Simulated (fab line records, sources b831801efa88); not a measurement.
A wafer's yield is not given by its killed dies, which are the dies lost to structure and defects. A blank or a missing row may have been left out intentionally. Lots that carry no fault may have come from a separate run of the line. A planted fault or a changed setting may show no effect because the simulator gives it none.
Lot-split experiment / flow sfq-line / 23 wafers read from 5 lots, route of 325 steps

SPLIT DETAILS
At SFQ_TRILAYER_I5_LITHO_COAT_144 (resist thk 650 nm), the setting spin-rpm was moved away from the recipe's 3000 rpm on 7 of the 23 wafers read, by -5.8% to +3.7%. All remaining wafers had this setting at the recipe value.

Reading taken at the split's own step.

THE READING
KrF_of_TRILAYER_I5_LITHO_COAT_144.thk-nm (the simulator's own value, which no gauge read), in nm, at SFQ_TRILAYER_I5_LITHO_COAT_144 (resist thk 650 nm). The file does not state a usual value for it. Here, 16 wafers ran the recipe; their average is 650.5 nm with a standard deviation of 1.6 nm.

wafer=L076.1; tool, chamber at the split=litho-track-02, 0; spin-rpm as run, rpm=3000; against the recipe=recipe; KrF_of_TRILAYER_I5_LITHO_COAT_144.thk-nm, nm=651.4; against lot-mates on the recipe=-
wafer=L076.2; tool, chamber at the split=litho-track-02, 0; spin-rpm as run, rpm=3000; against the recipe=recipe; KrF_of_TRILAYER_I5_LITHO_COAT_144.thk-nm, nm=653.5; against lot-mates on the recipe=-
wafer=L076.4; tool, chamber at the split=litho-track-02, 0; spin-rpm as run, rpm=3000; against the recipe=recipe; KrF_of_TRILAYER_I5_LITHO_COAT_144.thk-nm, nm=652.3; against lot-mates on the recipe=-
wafer=L076.5; tool, chamber at the split=litho-track-02, 0; spin-rpm as run, rpm=3000; against the recipe=recipe; KrF_of_TRILAYER_I5_LITHO_COAT_144.thk-nm, nm=651.2; against lot-mates on the recipe=-
wafer=L076.6; tool, chamber at the split=litho-track-02, 0; spin-rpm as run, rpm=3000; against the recipe=recipe; KrF_of_TRILAYER_I5_LITHO_COAT_144.thk-nm, nm=649.4; against lot-mates on the recipe=-
wafer=L078.1; tool, chamber at the split=litho-track-04, 0; spin-rpm as run, rpm=3000; against the recipe=recipe; KrF_of_TRILAYER_I5_LITHO_COAT_144.thk-nm, nm=653.1; against lot-mates on the recipe=-
wafer=L078.2; tool, chamber at the split=litho-track-04, 0; spin-rpm as run, rpm=2856; against the recipe=-4.8%; KrF_of_TRILAYER_I5_LITHO_COAT_144.thk-nm, nm=667; against lot-mates on the recipe=+15.0
wafer=L078.3; tool, chamber at the split=litho-track-04, 0; spin-rpm as run, rpm=2856; against the recipe=-4.8%; KrF_of_TRILAYER_I5_LITHO_COAT_144.thk-nm, nm=668; against lot-mates on the recipe=+16.0
wafer=L078.4; tool, chamber at the split=litho-track-04, 0; spin-rpm as run, rpm=2856; against the recipe=-4.8%; KrF_of_TRILAYER_I5_LITHO_COAT_144.thk-nm, nm=666.8; against lot-mates on the recipe=+14.8
wafer=L078.5; tool, chamber at the split=litho-track-04, 0; spin-rpm as run, rpm=3000; against the recipe=recipe; KrF_of_TRILAYER_I5_LITHO_COAT_144.thk-nm, nm=650.8; against lot-mates on the recipe=-
wafer=L079.1; tool, chamber at the split=litho-track-04, 0; spin-rpm as run, rpm=3000; against the recipe=recipe; KrF_of_TRILAYER_I5_LITHO_COAT_144.thk-nm, nm=651.3; against lot-mates on the recipe=-
wafer=L079.2; tool, chamber at the split=litho-track-04, 0; spin-rpm as run, rpm=2825; against the recipe=-5.8%; KrF_of_TRILAYER_I5_LITHO_COAT_144.thk-nm, nm=671.5; against lot-mates on the recipe=+20.6
wafer=L079.3; tool, chamber at the split=litho-track-04, 0; spin-rpm as run, rpm=3000; against the recipe=recipe; KrF_of_TRILAYER_I5_LITHO_COAT_144.thk-nm, nm=650.3; against lot-mates on the recipe=-
wafer=L079.4; tool, chamber at the split=litho-track-04, 0; spin-rpm as run, rpm=3000; against the recipe=recipe; KrF_of_TRILAYER_I5_LITHO_COAT_144.thk-nm, nm=651.1; against lot-mates on the recipe=-
wafer=L079.5; tool, chamber at the split=litho-track-04, 0; spin-rpm as run, rpm=2825; against the recipe=-5.8%; KrF_of_TRILAYER_I5_LITHO_COAT_144.thk-nm, nm=669.6; against lot-mates on the recipe=+18.7
wafer=L080.2; tool, chamber at the split=litho-track-04, 0; spin-rpm as run, rpm=3000; against the recipe=recipe; KrF_of_TRILAYER_I5_LITHO_COAT_144.thk-nm, nm=648.9; against lot-mates on the recipe=-
wafer=L080.3; tool, chamber at the split=litho-track-04, 0; spin-rpm as run, rpm=3000; against the recipe=recipe; KrF_of_TRILAYER_I5_LITHO_COAT_144.thk-nm, nm=649.8; against lot-mates on the recipe=-
wafer=L080.6; tool, chamber at the split=litho-track-04, 0; spin-rpm as run, rpm=3000; against the recipe=recipe; KrF_of_TRILAYER_I5_LITHO_COAT_144.thk-nm, nm=648.5; against lot-mates on the recipe=-
wafer=L081.1; tool, chamber at the split=litho-track-04, 0; spin-rpm as run, rpm=3111; against the recipe=+3.7%; KrF_of_TRILAYER_I5_LITHO_COAT_144.thk-nm, nm=635.9; against lot-mates on the recipe=-12.8
wafer=L081.2; tool, chamber at the split=litho-track-04, 0; spin-rpm as run, rpm=3000; against the recipe=recipe; KrF_of_TRILAYER_I5_LITHO_COAT_144.thk-nm, nm=648.8; against lot-mates on the recipe=-
wafer=L081.3; tool, chamber at the split=litho-track-04, 0; spin-rpm as run, rpm=3000; against the recipe=recipe; KrF_of_TRILAYER_I5_LITHO_COAT_144.thk-nm, nm=649; against lot-mates on the recipe=-
wafer=L081.4; tool, chamber at the split=litho-track-04, 0; spin-rpm as run, rpm=3000; against the recipe=recipe; KrF_of_TRILAYER_I5_LITHO_COAT_144.thk-nm, nm=648.4; against lot-mates on the recipe=-
wafer=L081.6; tool, chamber at the split=litho-track-04, 0; spin-rpm as run, rpm=3111; against the recipe=+3.7%; KrF_of_TRILAYER_I5_LITHO_COAT_144.thk-nm, nm=636.4; against lot-mates on the recipe=-12.3

FIT RESULTS
A straight line over all 23 wafers: KrF_of_TRILAYER_I5_LITHO_COAT_144.thk-nm changes by -3.56 nm for each +1% of spin-rpm; r = -0.99; the points scatter about the line by 1.5 nm.
The same after taking each lot's own level away (the mean of its wafers on the recipe; 23 wafers): -3.31 nm for each +1%; r = -0.99; scatter 0.91 nm.
Per that fit: largest spin-rpm move, reading shift of 19 nm.
From 648.73 to 651.95 nm: that is the span of the lots' own levels, equal to 2.1 times the standard deviation above.
The two slopes agree, so the slope changes little with the lot-to-lot level.
Check: +18.9 nm against its lot-mates is what the line predicts for one of the wafers moved furthest among these (-5.8%) when that wafer is left out of the fit. It came out at +20.6 nm against them.

THE OTHER SPLITS THESE WAFERS WENT THROUGH
Note: prior to the reading, these wafers also went through further splits. Each is held against what the fit with the lots' levels taken away leaves over:
other split on the same wafers=SFQ_TRILAYER_JJ_CE_LITHO_COAT_114 resist-thk-nm; wafers away from the commonest value=10; r with KrF_of_TRILAYER_I5_LITHO_COAT_144.thk-nm (lot level and that fit taken away)=+0.26
other split on the same wafers=SFQ_TRILAYER_JJ_CE_ETCH_RIE_118 pressure-mtorr; wafers away from the commonest value=15; r with KrF_of_TRILAYER_I5_LITHO_COAT_144.thk-nm (lot level and that fit taken away)=+0.19
other split on the same wafers=SFQ_TRILAYER_M5_LITHO_EXPOSE_124 dose-mj; wafers away from the commonest value=10; r with KrF_of_TRILAYER_I5_LITHO_COAT_144.thk-nm (lot level and that fit taken away)=-0.07
other split on the same wafers=SFQ_TRILAYER_R5_LITHO_COAT_136 spin-rpm; wafers away from the commonest value=7; r with KrF_of_TRILAYER_I5_LITHO_COAT_144.thk-nm (lot level and that fit taken away)=-0.10

THE FILE'S OWN FIT
KrF_of_TRILAYER_I5_LITHO_COAT_144.thk-nm changes by -3.31 nm for each +1% of spin-rpm, r = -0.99.
